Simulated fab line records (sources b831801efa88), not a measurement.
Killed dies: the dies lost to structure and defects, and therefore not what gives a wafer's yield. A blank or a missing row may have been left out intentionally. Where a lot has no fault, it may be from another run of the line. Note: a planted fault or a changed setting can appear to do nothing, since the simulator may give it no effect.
What tool caused it? | flow gf180mcu | Sampling: 6 lots, 18 wafers, 4 of 602 route steps

WHAT THE GAUGES READ, wafer by wafer
GF_TOP_METAL_CD_MEAS_14: target cd 440 nm.
lot  | measured     | on        | cd_nm (nm)
L687 | day 28 18:55 | cd_sem-01 | 439.2 441.6 443.4
L691 | day 29 16:39 | cd_sem-01 | 438.7 437.7 437.7
L695 | day 30 18:55 | cd_sem-01 | 532.8 532.7 531.4
L704 | day 33 04:35 | cd_sem-02 | 439.3 439.4 439.0
L707 | day 33 17:26 | cd_sem-01 | 440.8 440.2 441.9
L709 | day 34 06:19 | cd_sem-01 | 439.4 438.2 439.8

EACH LOT AND THE TOOL THAT RAN IT (in order: tool; ch and the chambers of the sampled wafers; start)
lot  | GF_V5_CMP_04                  | GF_V5_STRIP_18                       | GF_TOP_METAL_EXPOSE_11
L687 | cmp-02 ch 0,1,2, day 27 00:22 | plasma_asher-04 ch 0,1, day 27 21:22 | iline_stepper-02 ch 0, day 28 08:49
L691 | cmp-02 ch 0,2,3, day 27 23:38 | plasma_asher-03 ch 0,1, day 28 20:12 | iline_stepper-01 ch 0, day 29 07:31
L695 | cmp-01 ch 0,2,3, day 29 03:52 | plasma_asher-04 ch 0,1, day 29 23:22 | iline_stepper-02 ch 0, day 30 10:46
L704 | cmp-01 ch 0,1,2, day 31 18:23 | plasma_asher-03 ch 0,1, day 32 11:27 | iline_stepper-01 ch 0, day 32 21:05
L707 | cmp-02 ch 0,3, day 32 07:41   | plasma_asher-04 ch 0,1, day 33 00:32 | iline_stepper-01 ch 0, day 33 09:58
L709 | cmp-02 ch 0,1,2, day 32 21:16 | plasma_asher-04 ch 0,1, day 33 13:35 | iline_stepper-01 ch 0, day 33 22:31
- GF_V5_CMP_04: polishes SiO2.
- GF_V5_STRIP_18: strips in O2/N2.
- GF_TOP_METAL_EXPOSE_11: exposes mask MetalTop, target cd 440 nm.

THE ANSWER, worked out from the rows above alone
Rule: usual is defined by the lots themselves. The widest of any qualifying gaps counts: lots, ordered by their means at a reading, are off when they make up no more than a third of the lots, leave a main group of 4 or more, and stand apart from it by 3 or more times the standard deviation of that group's means. A main group whose means are all the same, to the digits that the tables above print for the reading, isn't used. A lot without any number at a reading at which 4 lots or more have one is off too. All remaining lots with rows at the step are treated as sound.
Off: L695 (GF_TOP_METAL_CD_MEAS_14, cd_nm). For the main group the mean is 439.8 nm and the standard deviation 1.2.
If a tool, at a process step before that reading, ran all the lots that are off and no sound lot after the first of them, it fits. Those tools and the gauges at GF_TOP_METAL_CD_MEAS_14 are tried in the same way. One fits: iline_stepper-02 at GF_TOP_METAL_EXPOSE_11. A fault onset in the window from L687 (day 28 08:49, its last sound lot) to L695 (day 30 10:46, its first lot off) fits.

WHAT THE SIMULATOR HAD INSERTED
Drift in process parameters on iline_stepper-02 at GF_TOP_METAL_EXPOSE_11, starting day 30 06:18. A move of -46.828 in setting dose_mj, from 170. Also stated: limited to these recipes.
Lots struck among those shown: L695. The same result came from the rule above.
